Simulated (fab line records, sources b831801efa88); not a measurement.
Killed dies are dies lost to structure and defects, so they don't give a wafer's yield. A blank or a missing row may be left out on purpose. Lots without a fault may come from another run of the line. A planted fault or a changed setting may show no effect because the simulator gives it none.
Chamber matching | flow gf180mcu | GF_STI_CMP_25 on cmp-02: 4 sister chambers
The step polishes, stops on Si3N4, t overpolish 33 s, target thk 524.6 nm. 4 wafers are shown with their chamber, then 9 later ones without.

WAFERS WITH THEIR CHAMBER
wafer  | chamber | motor_current_A (A)
L764.1 | 3       | 11.7
L783.2 | 2       | 10.0
L783.3 | 1       | 12.5
L783.5 | 0       | 11.3

WAFERS WITHOUT THEIR CHAMBER
wafer  | motor_current_A (A)
L784.1 | 11.3
L784.5 | 10.2
L784.6 | 13.1
L786.1 | 13.1
L786.3 | 11.0
L786.4 | 11.7
L787.2 | 11.7
L787.3 | 9.1
L787.5 | 9.8

WHICH CHAMBER EACH WENT THROUGH
wafer  | from the rows above          | in truth
L784.1 | can't be placed: 0 or 3      | 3
L784.5 | 2                            | 2
L784.6 | can't be placed: 1 or 3      | 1
L786.1 | can't be placed: 1 or 3      | 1
L786.3 | can't be placed: 0 or 3 or 2 | 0
L786.4 | can't be placed: 3 or 0 or 1 | 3
L787.2 | can't be placed: 3 or 0 or 1 | 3
L787.3 | 2                            | 2
L787.5 | 2                            | 2
Placed correctly: 3 of 9. Can't be placed from these rows: 6 (the true chamber is among the candidates in 6). Placed wrongly: 0.
How it was worked out, from the rows above alone: a wafer's distance from a chamber is the root of the sum, over the readings, of the square of ((its reading less the chamber's mean) divided by the reading's scatter). The wafer belongs to the nearest chamber; if the next one is less than 2 further off, it can't be placed. A chamber's mean is the mean of its shown wafers. The scatter: with one shown wafer a chamber, the root of the mean of the squares of how far each hidden wafer lies from its nearest shown one.
